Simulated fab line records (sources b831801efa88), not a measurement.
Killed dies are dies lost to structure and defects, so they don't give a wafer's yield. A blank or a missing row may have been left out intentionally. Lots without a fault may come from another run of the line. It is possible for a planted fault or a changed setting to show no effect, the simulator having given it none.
Chamber matching	flow gf180mcu	GF_V3_CVD_02 on pecvd-01 has 3 sister chambers
The step deposits SiO2 from TEOS, target thk 850 nm, time 94.851 s. 6 wafers are shown with their chamber, then 11 later ones without.

WAFERS WITH THEIR CHAMBER
wafer	chamber	heaterPowerW (W)
L086.4	1	579
L086.5	0	536
L092.1	2	703
L092.2	1	540
L092.6	2	584
L093.4	0	549

WAFERS WITHOUT THEIR CHAMBER
wafer	heaterPowerW (W)
L093.5	587
L093.6	522
L095.2	581
L095.3	609
L095.5	640
L096.2	601
L096.3	755
L096.6	459
L097.2	505
L097.3	617
L097.6	549

EACH ONE'S CHAMBER
wafer	from the rows above	in truth
L093.5	can't be placed: 1 or 0 or 2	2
L093.6	can't be placed: 0 or 1 or 2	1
L095.2	can't be placed: 1 or 0 or 2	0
L095.3	can't be placed: 2 or 1 or 0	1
L095.5	can't be placed: 2 or 1 or 0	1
L096.2	can't be placed: 1 or 2 or 0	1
L096.3	can't be placed: 2 or 1 or 0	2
L096.6	can't be placed: 0 or 1 or 2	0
L097.2	can't be placed: 0 or 1 or 2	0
L097.3	can't be placed: 2 or 1 or 0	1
L097.6	can't be placed: 0 or 1 or 2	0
Placed correctly: 0 of 11. Unplaceable from these rows: 11, with the true chamber sitting among the candidates in 11. Number placed wrongly: 0.
How it was worked out, from the rows above alone: a wafer's distance from a chamber is the root of the sum, over the readings, of the square of ((its reading less the chamber's mean) divided by the reading's scatter). If the next closest chamber is less than 2 further off than the closest, the wafer can't be placed; otherwise it belongs to the closest. A chamber's mean is the mean of its shown wafers. The scatter is the square root of a quotient: the sum, over the shown wafers, of each reading's squared deviation from its chamber's mean, divided by wafers minus chambers.
